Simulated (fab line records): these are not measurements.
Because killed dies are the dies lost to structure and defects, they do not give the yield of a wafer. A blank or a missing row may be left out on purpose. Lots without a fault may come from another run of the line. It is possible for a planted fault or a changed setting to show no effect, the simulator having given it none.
Which tool was responsible? + flow gf180mcu + Sampling: 6 lots, 18 wafers, 2 of 602 route steps

## WHAT EACH GAUGE READ, for each wafer
GF_V3_RS_MEAS_24: uses a four-point probe to measure.
| lot  | measured     | on            | V3_W_RS (ohm/sq)  |
|------|--------------|---------------|-------------------|
| L957 | day 22 13:24 | film metro-03 | 0.329 0.326 0.327 |
| L960 | day 23 22:39 | film metro-02 | 0.320 0.319 0.314 |
| L963 | day 25 07:47 | film metro-02 | 0.314 0.319 0.315 |
| L965 | day 25 15:30 | film metro-03 | 0.329 0.327 0.330 |
| L971 | day 27 08:31 | film metro-02 | 0.327 0.573 0.573 |
| L979 | day 29 19:13 | film metro-03 | 0.326 0.324 0.321 |

## TOOL THAT RAN EACH LOT (tool first, then ch and the chambers of the sampled wafers, then the start)
| lot  | GF_V3_CVD_23                  |
|------|-------------------------------|
| L957 | cvd w-02 ch 0,1, day 22 13:17 |
| L960 | cvd w-01 ch 0,1, day 23 22:32 |
| L963 | cvd w-01 ch 0,1, day 25 07:41 |
| L965 | cvd w-02 ch 0,1, day 25 15:23 |
| L971 | cvd w-02 ch 0,1, day 27 08:23 |
| L979 | cvd w-01 ch 1, day 29 18:59   |
- GF_V3_CVD_23: deposits W, target thk 350 nm, time 104.9 s.

## THE ANSWER, worked out from the rows above alone
Rule: usual is defined by the lots themselves. The widest of any qualifying gaps counts: lots, ordered by their means at a reading, are off when they make up no more than a third of the lots, leave a main group of 4 or more, and stand apart from it by 3 or more times the standard deviation of that group's means. A main group whose means are all the same, to the digits that the tables above print for the reading, isn't used. A lot without any number at a reading at which 4 lots or more have one is off too. Any other lot the step has rows for is counted as sound.
Off: L971, seen at GF_V3_RS_MEAS_24 (V3_W_RS). For the main group the mean is 0.323 ohm/sq and the standard deviation 0.0051.
If a tool, at a process step before that reading, ran all the lots that are off and no sound lot after the first of them, it fits. Gauges at GF_V3_RS_MEAS_24: tried the same way as those tools. Undecided on this evidence; 2 tools fit (cvd w-02 at GF_V3_CVD_23, film metro-02 at GF_V3_RS_MEAS_24).

## WHAT WAS PUT IN BY THE SIMULATOR
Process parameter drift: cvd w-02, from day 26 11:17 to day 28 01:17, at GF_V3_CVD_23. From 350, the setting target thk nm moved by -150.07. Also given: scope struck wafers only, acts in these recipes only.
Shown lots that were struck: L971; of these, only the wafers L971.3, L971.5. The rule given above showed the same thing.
